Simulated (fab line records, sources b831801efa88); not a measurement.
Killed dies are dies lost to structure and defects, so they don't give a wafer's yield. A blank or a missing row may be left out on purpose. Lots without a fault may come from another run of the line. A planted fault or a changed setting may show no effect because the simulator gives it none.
fab line records | flow sky130
record lots=10 wafers=30 last_day=51
route steps=708 shown VIA4@641 METAL5@663 PAD_OPEN@708
lots that met no fault: from a run of the same line without faults
start_h: hours from the record's first day to the start of the lot's first wafer shown | wait_h: hours since the lot's step before | " the same as in the row above | L1.1+2: a row that stands for several wafers | - no value, or no start given | * or withheld: withheld | < > ~ a bound
route shown NAME@n: a module of which the file shows steps, and the number in the route of the first | usual: mean/standard deviation of fault-free wafers | same: alike in all rows | chamber/n: place in a boat | sites: the reading at each site | _std_site: their standard deviation | _edge_site: outer sites' mean less inner sites' | radius_mm: how far each site lies from the wafer's centre | mask NAME#n: copy n | behind: the tool/chamber that last shaped the wafer | hold: why the lot was held/for how many hours/how that ended | device: the transistor (n, p or np) that didn't switch | end of line: the same wafers' tests at the end of the route | a step without rows: its recipe alone | killed: dies lost to structure and defects at the first sort, not the wafer's yield | map: a wafer's dies, x killed, . not, _ none there
set.NAME: the setting as run; set.NAME@STEP: as run at that earlier step | model.NAME: the simulator's own value behind a step, which no gauge read
steps of the route over a sample of lots; a table a step, a row a wafer
services: from which hour (start_h, from the record's first day; less than 0 if before it) a tool's chamber was out of use, for how many hours, and why
## steps
# step SKY_VIA4_CMP_02
# recipe material=SiO2 down_force_psi=4 platen_rpm=60 pad_velocity_m_s=0.94248
# usual motor_current_A=12.1/1.8
# columns lot.wafer tool chamber start_h wait_h motor_current_A
L488.4 cmp-02 1 1001.65 0.3 11.2
L488.2 " 2 " " 15.4
L488.1 " 0 " " 11.6
L492.1 cmp-02 1 1003.20 0.1 11.3
L492.3 " 2 " " 15.6
L492.5 " 0 " " 11.1
L493.1 cmp-01 1 1006.04 0.1 11.8
L493.4 " 0 " " 10.8
L493.6 " 2 " " 13.7
L494.3 cmp-01 0 1006.34 0.3 10.6
L494.1 " 3 " " 13.6
L494.6 " 1 " " 11.9
L495.2 cmp-02 0 1030.66 0.0 10.9
L495.4 " 1 " " 11.6
L495.3 " 2 " " 14.1
L496.1 cmp-02 3 1031.62 0.1 9.3
L496.4 " 1 " " 11.0
L496.6 " 2 " " 15.6
L500.2 cmp-02 1 1132.21 0.2 10.2
L500.5 " 2 " " 15.5
L500.6 " 3 " " 9.5
L503.1 cmp-02 0 1138.74 0.2 10.9
L503.6 " 3 " " 10.1
L503.5 " 0 " " 10.6
L507.2 cmp-01 2 1139.76 0.0 12.3
L507.3 " 0 " " 10.5
L507.5 " 2 " " 13.0
L505.4 cmp-02 1 1144.43 0.3 11.2
L505.3 " 3 " " 9.5
L505.5 " 2 " " 15.4
# step SKY_VIA4_CVD_18
# recipe material=W target_thk_nm=505 time_s=152.14 temp_c=400 pressure_torr=40
# usual chamber_pressure_Torr=39.99/0.087 heater_power_w=838/82
# columns lot.wafer tool chamber start_h wait_h chamber_pressure_Torr heater_power_w
L488.1 cvd_w-02 1 1025.44 0.0 40.01 876
L488.2 " 1 " " 40.06 850
L488.4 " 1 " " 40.09 876
L492.1 cvd_w-01 1 1027.30 0.0 39.92 720
L492.3 " 0 " " 40.08 934
L492.5 " 0 " " 40.08 913
L493.1 cvd_w-02 0 1029.91 0.0 39.90 779
L493.4 " 0 " " 40.03 757
L493.6 " 0 " " 39.89 782
L494.1 cvd_w-01 1 1030.59 0.0 31.54 750
L494.3 " 1 " " 31.68 730
L494.6 " 0 " " 40.09 940
L495.2 cvd_w-01 0 1054.36 0.0 40.02 933
L495.3 " 1 " " 31.57 755
L495.4 " 0 " " 39.99 942
L496.1 cvd_w-01 1 1055.15 0.0 31.47 735
L496.4 " 0 " " 40.09 919
L496.6 " 1 " " 31.44 730
L500.2 cvd_w-01 0 1151.61 0.0 40.02 927
L500.5 " 1 " " 39.86 758
L500.6 " 0 " " 40.03 930
L503.1 cvd_w-01 1 1157.05 0.0 39.95 749
L503.5 " 1 " " 39.84 763
L503.6 " 0 " " 39.96 944
L507.2 cvd_w-01 1 1159.25 0.0 40.09 748
L507.3 " 0 " " 39.96 946
L507.5 " 0 " " 40.00 936
L505.3 cvd_w-01 0 1163.55 0.1 39.74 944
L505.4 " 1 " " 40.06 747
L505.5 " 0 " " 39.95 964
# step SKY_VIA4_RS_MEAS_19
# recipe thk_meas_gauge=four-point-probe reads=W_of_VIA4_CVD_18+TiN_of_VIA4_SPUTTER_17
# usual VIA4_W_RS=0.2280/0.0025
# columns lot.wafer tool chamber start_h wait_h VIA4_W_RS[ohm/sq]
L488.1 film_metro-02 - 1025.74 0.3 0.2279
L488.2 " - " " 0.2287
L488.4 " - " " 0.2288
L492.1 film_metro-04 - 1027.46 0.1 0.2275
L492.3 " - " " 0.2267
L492.5 " - " " 0.2256
L493.1 film_metro-01 - 1030.07 0.1 0.2232
L493.4 " - " " 0.2245
L493.6 " - " " 0.2234
L494.1 film_metro-02 - 1030.74 0.1 0.2554
L494.3 " - " " 0.2562
L494.6 " - " " 0.2309
L495.2 film_metro-04 - 1054.53 0.1 0.2298
L495.3 " - " " 0.2564
L495.4 " - " " 0.2273
L496.1 film_metro-02 - 1055.30 0.1 0.2618
L496.4 " - " " 0.2351
L496.6 " - " " 0.2592
L500.2 film_metro-01 - 1151.78 0.1 0.2286
L500.5 " - " " 0.2274
L500.6 " - " " 0.2298
L503.1 film_metro-01 - 1157.20 0.1 0.2255
L503.5 " - " " 0.2281
L503.6 " - " " 0.2299
L507.2 film_metro-04 - 1159.42 0.1 0.2306
L507.3 " - " " 0.2318
L507.5 " - " " 0.2325
L505.3 film_metro-01 - 1163.69 0.1 0.2291
L505.4 " - " " 0.2247
L505.5 " - " " 0.2288
# step SKY_VIA4_THK_MEAS_20
# recipe thk_meas_gauge=xrf reads=W_of_VIA4_CVD_18
# usual VIA4_W_THK=516/6.4
# columns lot.wafer tool chamber start_h wait_h VIA4_W_THK[nm]
L488.1 film_metro-02 - 1025.86 0.1 520
L488.2 " - " " 516
L488.4 " - " " 518
L492.1 film_metro-04 - 1027.58 0.1 514
L492.3 " - " " 516
L492.5 " - " " 517
L493.1 film_metro-01 - 1030.19 0.1 523
L493.4 " - " " 523
L493.6 " - " " 525
L494.1 film_metro-02 - 1030.86 0.1 464
L494.3 " - " " 462
L494.6 " - " " 517
L495.2 film_metro-04 - 1054.64 0.1 519
L495.3 " - " " 459
L495.4 " - " " 523
L496.1 film_metro-02 - 1055.42 0.1 452
L496.4 " - " " 506
L496.6 " - " " 461
L500.2 film_metro-01 - 1151.89 0.1 507
L500.5 " - " " 515
L500.6 " - " " 507
L503.1 film_metro-01 - 1157.32 0.1 515
L503.5 " - " " 513
L503.6 " - " " 510
L507.2 film_metro-04 - 1159.53 0.1 510
L507.3 " - " " 505
L507.5 " - " " 506
L505.3 film_metro-01 - 1163.79 0.1 511
L505.4 " - " " 520
L505.5 " - " " 511
# step SKY_VIA4_CMP_21
# recipe stop_on=SiO2 t_overpolish_s=25 down_force_psi=3.5 platen_rpm=60 target_thk_nm=0 pad_velocity_m_s=0.94248
# usual motor_current_A=11.0/1.6 time_to_endpoint_s=124/4.4
# columns lot.wafer tool chamber start_h wait_h motor_current_A time_to_endpoint_s
L488.1 cmp-02 0 1025.92 0.1 10.4 119
L488.4 " 1 " " 9.9 124
L488.2 " 2 " " 13.5 122
L492.3 cmp-02 2 1027.81 0.2 13.8 124
L492.1 " 3 " " 8.8 123
L492.5 " 3 " " 8.8 123
L493.1 cmp-01 1 1030.35 0.2 10.4 127
L493.4 " 3 " " 13.1 129
L493.6 " 2 " " 11.9 126
L494.1 cmp-01 0 1030.92 0.1 9.9 117
L494.3 " 2 " " 11.9 106
L494.6 " 0 " " 10.0 124
L495.4 cmp-01 0 1054.74 0.1 9.6 129
L495.3 " 1 " " 10.8 109
L495.2 " 2 " " 11.5 120
L496.4 cmp-02 2 1055.48 0.0 14.1 114
L496.1 " 3 " " 9.2 98
L496.6 " 3 " " 8.8 105
L500.2 cmp-02 3 1152.04 0.1 9.0 118
L500.6 " 1 " " 10.5 122
L500.5 " 2 " " 13.9 121
L503.1 cmp-02 1 1157.43 0.1 10.2 127
L503.5 " 0 " " 10.0 124
L503.6 " 1 " " 9.9 123
L507.2 cmp-02 3 1159.58 0.0 8.8 123
L507.3 " 1 " " 10.0 125
L507.5 " 0 " " 10.2 121
L505.4 cmp-01 1 1164.00 0.2 10.8 126
L505.3 " 2 " " 11.8 121
L505.5 " 3 " " 12.3 123
# step SKY_METAL5_SPUTTER_02
# recipe material=AlCu target_thk_nm=1150 power_w=10600 time_s=61.2 chamber_pressure_pa=0.4
# usual throttle_valve_pct=29.9/1.2
# columns lot.wafer tool chamber start_h wait_h throttle_valve_pct
L488.1 pvd_sputter-02 - 1026.27 0.0 31.3
L488.2 " - " " 29.3
L488.4 " - " " 30.7
L492.1 pvd_sputter-03 - 1028.16 0.0 27.5
L492.3 " - " " 30.4
L492.5 " - " " 28.7
L493.1 pvd_sputter-03 - 1030.70 0.0 30.6
L493.4 " - " " 30.0
L493.6 " - " " 30.1
L494.1 pvd_sputter-04 - 1031.27 0.0 32.2
L494.3 " - " " 29.1
L494.6 " - " " 29.2
L495.2 pvd_sputter-02 - 1055.04 0.0 28.8
L495.3 " - " " 31.5
L495.4 " - " " 29.9
L496.1 pvd_sputter-02 - 1055.83 0.0 30.7
L496.4 " - " " 29.1
L496.6 " - " " 29.0
L500.2 pvd_sputter-03 - 1152.29 0.0 27.7
L500.5 " - " " 29.1
L500.6 " - " " 27.5
L503.1 pvd_sputter-04 - 1157.73 0.0 30.2
L503.5 " - " " 29.5
L503.6 " - " " 29.8
L507.2 pvd_sputter-04 - 1159.93 0.0 32.0
L507.3 " - " " 29.4
L507.5 " - " " 29.9
L505.3 pvd_sputter-04 - 1164.26 0.0 30.2
L505.4 " - " " 29.5
L505.5 " - " " 28.9
# step SKY_METAL5_DESCUM_14
# recipe chemistry=O2 source_power_w=150 bias_power_w=0 pressure_mtorr=10 temp_c=40 time_s=11
# usual drypump_motor_current_A=5.98/0.22 oes_product_au=0.997/0.012
# columns lot.wafer tool chamber start_h wait_h drypump_motor_current_A oes_product_au rf_hours_counter_h
L488.1 rie_metal-01 0 1048.48 0.1 6.26 0.995 15
L488.2 " 1 " " 5.74 0.997 6
L488.4 " 1 " " 5.74 1.003 -
L492.1 rie_metal-02 0 1050.28 0.1 5.69 1.004 14
L492.3 " 1 " " 6.23 0.964 -
L492.5 " 1 " " 6.23 0.965 -
L493.1 rie_metal-02 1 1052.43 0.1 6.23 0.980 18
L493.4 " 0 " " 5.62 1.022 -
L493.6 " 1 " " 6.26 0.982 -
L494.1 rie_metal-01 1 1053.09 0.1 5.74 1.003 7
L494.3 " 1 " " 5.72 1.013 -
L494.6 " 1 " " 5.75 0.994 -
L495.2 rie_metal-03 0 1078.88 0.1 5.91 1.008 8
L495.3 " 1 " " 6.03 0.976 -
L495.4 " 0 " " 5.93 1.006 -
L496.1 rie_metal-03 1 1079.53 0.1 6.01 0.983 21
L496.4 " 1 " " 6.03 0.978 -
L496.6 " 0 " " 5.92 1.010 -
L500.2 rie_metal-03 1 1170.63 0.1 6.02 0.985 28
L500.5 " 1 " " 6.04 0.978 -
L500.6 " 0 " " 5.91 1.003 -
L503.1 rie_metal-01 1 1175.33 0.1 5.77 1.004 14
L503.5 " 0 " " 6.24 1.013 -
L503.6 " 1 " " 5.79 1.004 -
L507.2 rie_metal-02 1 1176.83 0.1 6.25 0.985 29
L507.3 " 0 " " 5.67 1.007 -
L507.5 " 0 " " 5.67 1.011 -
L505.3 rie_metal-02 1 1181.45 0.1 6.25 0.985 -
L505.4 " 0 " " 5.69 0.998 -
L505.5 " 0 " " 5.70 1.001 -
# step SKY_PAD_OPEN_PROBE_99
# usual defect_limited_yield=82.5/2 killed_at_M0_to_M3=42/7.3 killed_at_M4_up=3.4/2 killed_at_contacts=24/5.6 killed_at_front_end=16/4.5 killed_at_other=0.2/0.51 killed_dies=86/9.8 killed_open=46/7 killed_short=40/6.7 sort_bin_3_pad_short=0.9/0.42 sort_bin_5_function=10.3/1.5 sort_bin_6_memory=6.3/1.3 sort_n_pass=406/9.8 sort_yield_pct=82.5/2
# same gross_dies=492 killed_at_back_side=0 sort_bin_4_leakage[%]=0 sort_bin_8_speed[%]=0
# columns lot.wafer tool chamber start_h wait_h defect_limited_yield[%] killed_at_M0_to_M3 killed_at_M4_up killed_at_contacts killed_at_front_end killed_at_other killed_dies killed_open killed_short sort_bin_3_pad_short[%] sort_bin_5_function[%] sort_bin_6_memory[%] sort_n_pass sort_yield_pct[%]
L488.1 prober-01 - 1099.95 0.1 83.3 49 1 21 11 0 82 44 38 0.6 11.8 4.3 410 83.3
L488.2 prober-01 - 1100.00 0.1 84.1 51 0 15 12 0 78 38 40 0.4 11.0 4.5 414 84.1
L488.4 prober-01 - 1100.10 0.2 83.5 49 3 15 13 1 81 42 39 1.4 10.4 4.7 411 83.5
L492.1 prober-02 - 1102.95 0.1 80.7 46 2 25 22 0 95 50 45 1.0 11.4 6.9 397 80.7
L492.3 prober-02 - 1103.05 0.2 84.1 37 8 16 16 1 78 39 37 1.2 9.6 5.1 414 84.1
L492.5 prober-02 - 1103.15 0.2 82.7 31 3 34 16 1 85 48 37 0.8 11.6 4.9 407 82.7
L494.1 prober-01 - 1104.45 0.1 77.6 58 6 29 17 0 110 62 48 0.6 13.6 8.1 382 77.6
L494.3 prober-01 - 1104.55 0.2 80.3 47 6 23 20 1 97 54 43 0.4 12.0 7.3 395 80.3
L494.6 prober-01 - 1104.70 0.2 79.5 53 2 30 16 0 101 53 48 0.8 12.4 7.3 391 79.5
L493.1 prober-02 - 1105.37 0.1 81.9 34 5 34 16 0 89 58 30 0.2 12.0 5.9 403 81.9
L493.4 prober-02 - 1105.52 0.2 79.9 62 2 20 14 1 99 51 48 1.0 10.4 8.7 393 79.9
L493.6 prober-02 - 1105.62 0.2 82.3 45 3 24 15 0 87 50 37 1.2 8.3 8.1 405 82.3
L495.2 prober-01 - 1125.08 0.1 80.7 45 3 25 21 1 95 54 41 0.8 12.4 6.1 397 80.7
L495.3 prober-01 - 1125.13 0.2 83.3 45 3 23 10 1 82 49 33 0.2 11.2 5.3 410 83.3
L495.4 prober-01 - 1125.18 0.2 84.3 39 5 17 16 0 77 44 33 0.8 10.2 4.7 415 84.3
L496.1 prober-02 - 1125.24 0.1 85.0 38 2 22 12 0 74 44 30 1.2 7.5 6.3 418 85.0
L496.4 prober-02 - 1125.39 0.2 80.9 40 3 28 20 3 94 46 45 0.8 11.0 7.3 398 80.9
L496.6 prober-02 - 1125.49 0.2 80.3 39 2 38 16 2 97 60 35 1.0 11.0 7.7 395 80.3
L500.2 prober-02 - 1211.56 0.1 83.5 37 3 28 13 0 81 44 37 1.6 9.6 5.3 411 83.5
L500.5 prober-02 - 1211.71 0.2 81.7 42 3 27 18 0 90 51 39 0.8 11.4 6.1 402 81.7
L500.6 prober-02 - 1211.76 0.2 83.5 34 0 34 13 0 81 47 34 0.6 8.9 6.9 411 83.5
L503.1 prober-02 - 1214.51 0.1 85.4 28 1 31 12 0 72 40 32 0.4 8.3 5.9 420 85.4
L503.5 prober-02 - 1214.71 0.2 83.5 43 3 23 12 0 81 42 39 1.2 10.8 4.5 411 83.5
L503.6 prober-02 - 1214.76 0.2 82.1 43 3 25 17 0 88 51 37 0.8 9.8 7.3 404 82.1
L507.2 prober-01 - 1215.45 0.1 79.3 41 5 32 23 1 102 58 44 1.6 12.6 6.5 390 79.3
L507.3 prober-01 - 1215.50 0.2 84.3 33 7 20 17 0 77 43 34 1.0 8.9 5.7 415 84.3
L507.5 prober-01 - 1215.60 0.2 83.7 38 2 20 20 0 80 43 35 0.8 8.9 6.5 412 83.7
L505.3 prober-02 - 1222.03 0.2 81.7 35 3 33 19 0 90 47 43 0.8 12.4 5.1 402 81.7
L505.4 prober-02 - 1222.08 0.2 86.2 29 3 19 17 0 68 21 47 1.0 8.3 4.5 424 86.2
L505.5 prober-02 - 1222.13 0.2 85.4 41 3 19 9 0 72 40 32 0.8 8.5 5.3 420 85.4
# killed by level:class
L488.1 VIA1:geometric_particle:open=13 METAL1:geometric_particle:short=8 VIA3:geometric_particle:open=8 CONTACT:geometric_particle:open=6 LI_CONTACT:geometric_particle:open=5 FIELD_ISO:geometric_particle:short=4 LOCAL_INTERCONNECT:geometric_particle:short=4 METAL2:geometric_particle:short=4
L488.2 VIA1:geometric_particle:open=14 VIA3:geometric_particle:open=13 VIA3:geometric_particle:short=6 SPACER:geometric_particle:short=5 METAL1:geometric_particle:short=5 METAL2:geometric_particle:short=5 VIA1:geometric_particle:short=4 LOCAL_INTERCONNECT:geometric_particle:short=4
L488.4 VIA1:geometric_particle:open=13 VIA3:geometric_particle:open=8 LI_CONTACT:geometric_particle:open=6 VIA3:geometric_particle:short=6 METAL2:geometric_particle:short=6 CONTACT:geometric_particle:short=4 METAL1:geometric_particle:short=4 VIA2:geometric_particle:open=4
L492.1 VIA1:geometric_particle:open=11 VIA2:geometric_particle:open=10 POLY_GATE:geometric_particle:open=7 CONTACT:geometric_particle:open=7 FIELD_ISO:geometric_particle:short=6 LI_CONTACT:geometric_particle:open=6 LOCAL_INTERCONNECT:geometric_particle:short=5 METAL1:geometric_particle:short=5
L492.3 VIA2:geometric_particle:open=9 METAL4:geometric_particle:short=6 CONTACT:geometric_particle:open=5 VIA1:geometric_particle:open=5 POLY_GATE:geometric_particle:short=4 LI_CONTACT:geometric_particle:open=4 LOCAL_INTERCONNECT:geometric_particle:short=4 METAL1:geometric_particle:short=4
L492.5 CONTACT:geometric_particle:open=17 LOCAL_INTERCONNECT:geometric_particle:short=7 VIA3:geometric_particle:open=7 METAL2:geometric_particle:short=5 VIA2:geometric_particle:open=4 FIELD_ISO:geometric_particle:open=4 POLY_GATE:geometric_particle:open=4 VIA1:geometric_particle:open=4
L494.1 METAL1:geometric_particle:short=12 CONTACT:geometric_particle:open=11 VIA3:geometric_particle:open=11 VIA1:geometric_particle:open=10 LOCAL_INTERCONNECT:geometric_particle:short=6 LOCAL_INTERCONNECT:geometric_particle:open=6 METAL1:geometric_particle:open=6 METAL2:geometric_particle:short=6
L494.3 VIA1:geometric_particle:open=15 VIA1:geometric_particle:short=9 LI_CONTACT:geometric_particle:open=9 VIA3:geometric_particle:open=8 CONTACT:geometric_particle:open=6 POLY_GATE:geometric_particle:short=5 POLY_GATE:geometric_particle:open=4 METAL2:geometric_particle:short=4
L494.6 CONTACT:geometric_particle:open=12 METAL1:geometric_particle:short=10 VIA2:geometric_particle:open=9 VIA1:geometric_particle:open=8 FIELD_ISO:geometric_particle:short=7 FIELD_ISO:geometric_particle:open=5 LI_CONTACT:geometric_particle:open=5 CONTACT:geometric_particle:short=5
L493.1 CONTACT:geometric_particle:open=17 VIA1:geometric_particle:open=11 LI_CONTACT:geometric_particle:open=8 VIA3:geometric_particle:open=6 FIELD_ISO:geometric_particle:open=5 METAL1:geometric_particle:short=5 LOCAL_INTERCONNECT:geometric_particle:short=4 METAL4:geometric_particle:short=4
L493.4 VIA3:geometric_particle:open=13 VIA1:geometric_particle:short=9 VIA1:geometric_particle:open=8 CONTACT:geometric_particle:open=8 METAL1:geometric_particle:short=8 METAL2:geometric_particle:short=7 VIA3:geometric_particle:short=7 VIA2:geometric_particle:open=6
L493.6 VIA1:geometric_particle:open=15 METAL1:geometric_particle:short=10 CONTACT:geometric_particle:open=9 POLY_GATE:geometric_particle:open=6 LI_CONTACT:geometric_particle:open=6 VIA2:geometric_particle:open=6 LI_CONTACT:geometric_particle:short=4 VIA3:geometric_particle:open=4
L495.2 LI_CONTACT:geometric_particle:open=10 VIA2:geometric_particle:open=8 LOCAL_INTERCONNECT:geometric_particle:short=7 FIELD_ISO:geometric_particle:open=6 POLY_GATE:geometric_particle:open=6 CONTACT:geometric_particle:open=6 VIA1:geometric_particle:open=6 VIA3:geometric_particle:open=6
L495.3 VIA2:geometric_particle:open=12 CONTACT:geometric_particle:open=7 VIA1:geometric_particle:open=7 VIA3:geometric_particle:open=7 LI_CONTACT:geometric_particle:open=5 METAL1:geometric_particle:short=5 LI_CONTACT:geometric_particle:short=4 LOCAL_INTERCONNECT:geometric_particle:short=4
L495.4 CONTACT:geometric_particle:open=9 FIELD_ISO:geometric_particle:open=7 VIA2:geometric_particle:open=7 METAL2:geometric_particle:short=7 VIA3:geometric_particle:open=6 VIA1:geometric_particle:short=5 POLY_GATE:geometric_particle:open=4 VIA1:geometric_particle:open=4
L496.1 VIA1:geometric_particle:open=9 CONTACT:geometric_particle:open=9 VIA3:geometric_particle:open=7 FIELD_ISO:geometric_particle:open=4 LOCAL_INTERCONNECT:geometric_particle:short=4 CONTACT:geometric_particle:short=4 METAL2:geometric_particle:short=4 SPACER:geometric_particle:open=3
L496.4 CONTACT:geometric_particle:open=13 VIA2:geometric_particle:open=8 VIA1:geometric_particle:short=6 METAL2:geometric_particle:short=6 VIA3:geometric_particle:open=5 FIELD_ISO:geometric_particle:open=4 POLY_GATE:geometric_particle:open=4 LOCAL_INTERCONNECT:geometric_particle:short=4
L496.6 CONTACT:geometric_particle:open=18 VIA1:geometric_particle:open=11 CONTACT:geometric_particle:short=7 VIA2:geometric_particle:open=6 LI_CONTACT:geometric_particle:open=5 METAL1:geometric_particle:short=5 FIELD_ISO:geometric_particle:open=4 POLY_GATE:geometric_particle:open=4
L500.2 VIA1:geometric_particle:open=11 LOCAL_INTERCONNECT:geometric_particle:short=7 CONTACT:geometric_particle:open=7 LI_CONTACT:geometric_particle:open=6 CONTACT:geometric_particle:short=6 FIELD_ISO:geometric_particle:short=4 VIA2:geometric_particle:open=4 METAL2:geometric_particle:short=4
L500.5 CONTACT:geometric_particle:open=10 VIA1:geometric_particle:open=10 METAL1:geometric_particle:short=8 LI_CONTACT:geometric_particle:open=7 VIA2:geometric_particle:open=7 FIELD_ISO:geometric_particle:open=5 CONTACT:geometric_particle:short=5 METAL2:geometric_particle:short=5
L500.6 VIA1:geometric_particle:open=14 CONTACT:geometric_particle:open=13 CONTACT:geometric_particle:short=8 LI_CONTACT:geometric_particle:open=7 LI_CONTACT:geometric_particle:short=4 FIELD_ISO:geometric_particle:open=3 METAL1:geometric_particle:short=3 VIA2:geometric_particle:open=3
L503.1 LI_CONTACT:geometric_particle:open=11 CONTACT:geometric_particle:open=8 VIA1:geometric_particle:open=8 LOCAL_INTERCONNECT:geometric_particle:short=4 CONTACT:geometric_particle:short=4 METAL1:geometric_particle:short=4 FIELD_ISO:geometric_particle:open=3 LI_CONTACT:geometric_particle:short=3
L503.5 VIA3:geometric_particle:open=9 CONTACT:geometric_particle:open=9 VIA1:geometric_particle:open=9 VIA3:geometric_particle:short=5 METAL2:geometric_particle:short=5 VIA2:geometric_particle:open=5 LI_CONTACT:geometric_particle:short=4 LOCAL_INTERCONNECT:geometric_particle:short=4
L503.6 VIA1:geometric_particle:open=12 METAL2:geometric_particle:short=9 LI_CONTACT:geometric_particle:open=8 LOCAL_INTERCONNECT:geometric_particle:short=6 CONTACT:geometric_particle:open=6 VIA2:geometric_particle:open=5 VIA3:geometric_particle:short=5 VIA3:geometric_particle:open=5
L507.2 LI_CONTACT:geometric_particle:open=15 VIA2:geometric_particle:open=8 POLY_GATE:geometric_particle:short=7 LOCAL_INTERCONNECT:geometric_particle:short=7 CONTACT:geometric_particle:open=6 VIA3:geometric_particle:open=6 VIA1:geometric_particle:open=6 METAL3:geometric_particle:short=5
L507.3 CONTACT:geometric_particle:open=9 VIA3:geometric_particle:open=8 METAL4:geometric_particle:short=6 FIELD_ISO:geometric_particle:open=5 VIA1:geometric_particle:open=5 VIA3:geometric_particle:short=5 POLY_GATE:geometric_particle:short=4 CONTACT:geometric_particle:short=4
L507.5 VIA2:geometric_particle:open=8 VIA3:geometric_particle:open=7 LI_CONTACT:geometric_particle:open=6 LOCAL_INTERCONNECT:geometric_particle:short=6 FIELD_ISO:geometric_particle:short=5 CONTACT:geometric_particle:open=5 VIA1:geometric_particle:open=5 METAL1:geometric_particle:short=4
L505.3 LI_CONTACT:geometric_particle:open=11 METAL2:geometric_particle:short=6 POLY_GATE:geometric_particle:short=6 VIA3:geometric_particle:open=6 LOCAL_INTERCONNECT:geometric_particle:short=6 VIA1:geometric_particle:open=6 CONTACT:geometric_particle:short=5 CONTACT:geometric_particle:open=5
L505.4 LOCAL_INTERCONNECT:geometric_particle:short=6 METAL2:geometric_particle:short=6 FIELD_ISO:geometric_particle:short=5 CONTACT:geometric_particle:short=5 POLY_GATE:geometric_particle:short=4 LI_CONTACT:geometric_particle:open=4 METAL3:geometric_particle:short=4 METAL1:geometric_particle:short=3
L505.5 METAL2:geometric_particle:short=8 VIA1:geometric_particle:open=7 LI_CONTACT:geometric_particle:open=7 VIA1:geometric_particle:short=7 FIELD_ISO:geometric_particle:open=6 VIA2:geometric_particle:open=5 CONTACT:geometric_particle:open=4 CONTACT:geometric_particle:short=4
## services
# columns tool chamber start_h hours kind
pvd_sputter-04 - 992.80 5.1 repair
rie_metal-01 - 1013.48 0.5 repair
rie_metal-03 - 1015.16 1.4 pm
rie_metal-02 1 1015.54 14.1 repair
cmp-01 - 1051.17 1.5 repair
cmp-01 - 1062.67 1.7 repair
cmp-01 - 1072.69 5.3 pm
cvd_w-01 1 1076.70 15.0 repair
cmp-02 - 1084.00 4.0 pm
cmp-01 - 1092.75 5.9 pm
pvd_sputter-04 - 1095.88 0.7 repair
pvd_sputter-02 - 1098.43 5.1 repair
cmp-02 - 1109.85 4.8 pm
rie_metal-01 1 1113.66 22.3 repair
rie_metal-03 - 1127.13 2.8 pm
pvd_sputter-03 - 1136.94 1.0 repair
pvd_sputter-03 - 1138.38 6.3 repair
rie_metal-03 0 1145.83 12.8 repair
cvd_w-01 - 1153.14 2.8 pm
pvd_sputter-02 - 1159.60 13.5 repair
rie_metal-02 0 1165.34 1.3 repair
cmp-01 - 1169.77 4.0 pm
cvd_w-01 0 1170.84 14.3 repair
cmp-02 - 1173.77 21.3 pm
## key
first_sign step=SKY_VIA4_CVD_18 reading=chamber_pressure_Torr direction=down sigmas=98 usual=39.99 struck=31.54
effect step=SKY_VIA4_RS_MEAS_19 reading=VIA4_W_RS direction=up sigmas=12 usual=0.2280 struck=0.2578
effect step=SKY_VIA4_THK_MEAS_20 reading=VIA4_W_THK direction=down sigmas=8.8 usual=516 struck=460
effect step=SKY_VIA4_CMP_21 reading=time_to_endpoint_s direction=down sigmas=3.8 usual=* struck=*
met_at SKY_VIA4_CVD_18
struck_lots L494,L495,L496
struck_wafers L494.1,L494.3,L495.3,L496.1,L496.6
not_acting_at SKY_VIA4_CMP_02,SKY_METAL5_SPUTTER_02,SKY_METAL5_DESCUM_14
onset_between 1027.30 1030.59
fault kind=process_parameter_drift tool=cvd_w-01 chamber=1 onset_h=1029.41 steps=SKY_VIA4_CVD_18 channel=pressure_torr offset=-8.4916 shape=step end_h=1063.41 acts_in=these_recipes_only stated=40
